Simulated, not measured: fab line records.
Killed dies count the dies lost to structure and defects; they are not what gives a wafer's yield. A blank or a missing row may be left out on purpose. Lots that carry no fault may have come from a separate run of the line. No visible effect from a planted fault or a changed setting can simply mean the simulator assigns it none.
Shared-tool check -- flow gf180mcu -- 14 lots and 42 wafers in the sample

## WHY IT WAS OPENED
2 of 14 lots carry a flag on the reading SAB_CVD_00_THK at GF_SAB_THK_MEAS_01. Wafers without a fault read 50.2 nm, standard deviation 0.58.
Rule: a lot gets a flag if all its wafers with a number sit over 4 standard deviations from that mean, or if no wafer of it has a number. The other lots count as sound.

lot,measured,on,"SAB_CVD_00_THK (nm), wafer by wafer",flag
L107,day 14 04:06,film metro-01,50.5 50.6 51.4,
L108,day 14 19:58,film metro-02,49.9 49.7 50.2,
L109,day 14 23:03,film metro-02,49.6 49.7 50.3,
L112,day 15 23:16,film metro-04,51.4 50.9 51.0,
L115,day 17 01:01,film metro-01,100.8 100.7 100.4,FLAGGED
L117,day 17 18:50,film metro-01,100.2 100.0 101.6,FLAGGED
L119,day 18 07:11,film metro-04,50.0 50.2 50.7,
L121,day 19 06:45,film metro-01,50.3 51.7 50.9,
L124,day 20 06:30,film metro-01,49.5 50.3 50.3,
L127,day 21 08:12,film metro-02,49.3 49.3 50.1,
L126,day 21 08:34,film metro-04,49.1 49.9 50.1,
L128,day 21 14:44,film metro-04,49.1 50.0 50.0,
L129,day 22 04:32,film metro-01,50.2 50.0 50.5,
L130,day 22 07:59,film metro-01,49.3 49.5 51.2,
On average the flagged lots' numbers are 100.6 nm, which is +50.4 nm against the usual, or +87 standard deviations.

## TOOL THAT RAN EACH LOT
The record holds 2 process steps before the reading, out of a route of 602 steps. In each cell: the tool, then ch and the chambers that the sampled wafers went through, then the start.
lot,flag,GF_PSD_RTA_13,GF_SAB_CVD_00
L107,,"rtp anneal-01 ch 0, day 14 03:45","pecvd-03 ch 0,1,2, day 14 04:05"
L108,,"rtp anneal-01 ch 0, day 14 19:37","pecvd-03 ch 0,2, day 14 19:56"
L109,,"rtp anneal-02 ch 0, day 14 22:41","pecvd-04 ch 0,2, day 14 23:01"
L112,,"rtp anneal-02 ch 0, day 15 22:55","pecvd-02 ch 1,2, day 15 23:13"
L115,FLAGGED,"rtp anneal-01 ch 0, day 17 00:29","pecvd-03 ch 0,1, day 17 00:47"
L117,FLAGGED,"rtp anneal-02 ch 0, day 17 18:18","pecvd-03 ch 1,2, day 17 18:38"
L119,,"rtp anneal-02 ch 0, day 18 06:50","pecvd-02 ch 1,2, day 18 07:10"
L121,,"rtp anneal-02 ch 0, day 19 06:25","pecvd-03 ch 0,1,2, day 19 06:43"
L124,,"rtp anneal-02 ch 0, day 20 06:10","pecvd-04 ch 1,2, day 20 06:28"
L127,,"rtp anneal-01 ch 0, day 21 07:52","pecvd-02 ch 0,1,2, day 21 08:11"
L126,,"rtp anneal-02 ch 0, day 21 08:08","pecvd-03 ch 0,1,2, day 21 08:32"
L128,,"rtp anneal-02 ch 0, day 21 14:24","pecvd-03 ch 0,1, day 21 14:43"
L129,,"rtp anneal-01 ch 0, day 22 04:12","pecvd-02 ch 0,1,2, day 22 04:31"
L130,,"rtp anneal-01 ch 0, day 22 07:38","pecvd-02 ch 0,1,2, day 22 07:58"
What is done by these steps:
- GF_PSD_RTA_13: time 20 s.
- GF_SAB_CVD_00: deposits SiO2 from TEOS, target thk 50 nm, time 4.9302 s.
- GF_SAB_THK_MEAS_01

## FLAGGED AGAINST TOTAL, ONE TOOL AT A TIME (gauges that did the reading follow at the end)
step,tool,lots run,flagged,share of the flagged lots,sound lots run after its first flagged lot
GF_PSD_RTA_13,rtp anneal-01,6,1,some,"3 (L127,L129,L130)"
GF_PSD_RTA_13,rtp anneal-02,8,1,some,"5 (L119,L121,L124,L126,L128)"
GF_SAB_CVD_00,pecvd-02,5,0,none,-
GF_SAB_CVD_00,pecvd-03,7,2,all,"3 (L121,L126,L128)"
GF_SAB_CVD_00,pecvd-04,2,0,none,-
GF_SAB_THK_MEAS_01,film metro-01,7,2,all,"4 (L121,L124,L129,L130)"
GF_SAB_THK_MEAS_01,film metro-02,3,0,none,-
GF_SAB_THK_MEAS_01,film metro-04,4,0,none,-

## WHAT IS ALLOWED BY THE TABLE
2 rows of the table ran every flagged lot: pecvd-03 at GF_SAB_CVD_00, film metro-01 at GF_SAB_THK_MEAS_01.
- pecvd-03 at GF_SAB_CVD_00: 2 of its 7 lots flagged. After the first flagged lot (L121, L126, L128), sound lots still ran on it; a lasting fault on the whole tool would not permit that.
- film metro-01 at GF_SAB_THK_MEAS_01: 2 of its 7 lots flagged. After the first flagged lot (L121, L124, L129, L130), sound lots still ran on it; a lasting fault on the whole tool would not permit that.
None of the table's rows ran every flagged lot and, after the first, no sound lot.

## WHAT THE SIMULATOR HAD PUT IN
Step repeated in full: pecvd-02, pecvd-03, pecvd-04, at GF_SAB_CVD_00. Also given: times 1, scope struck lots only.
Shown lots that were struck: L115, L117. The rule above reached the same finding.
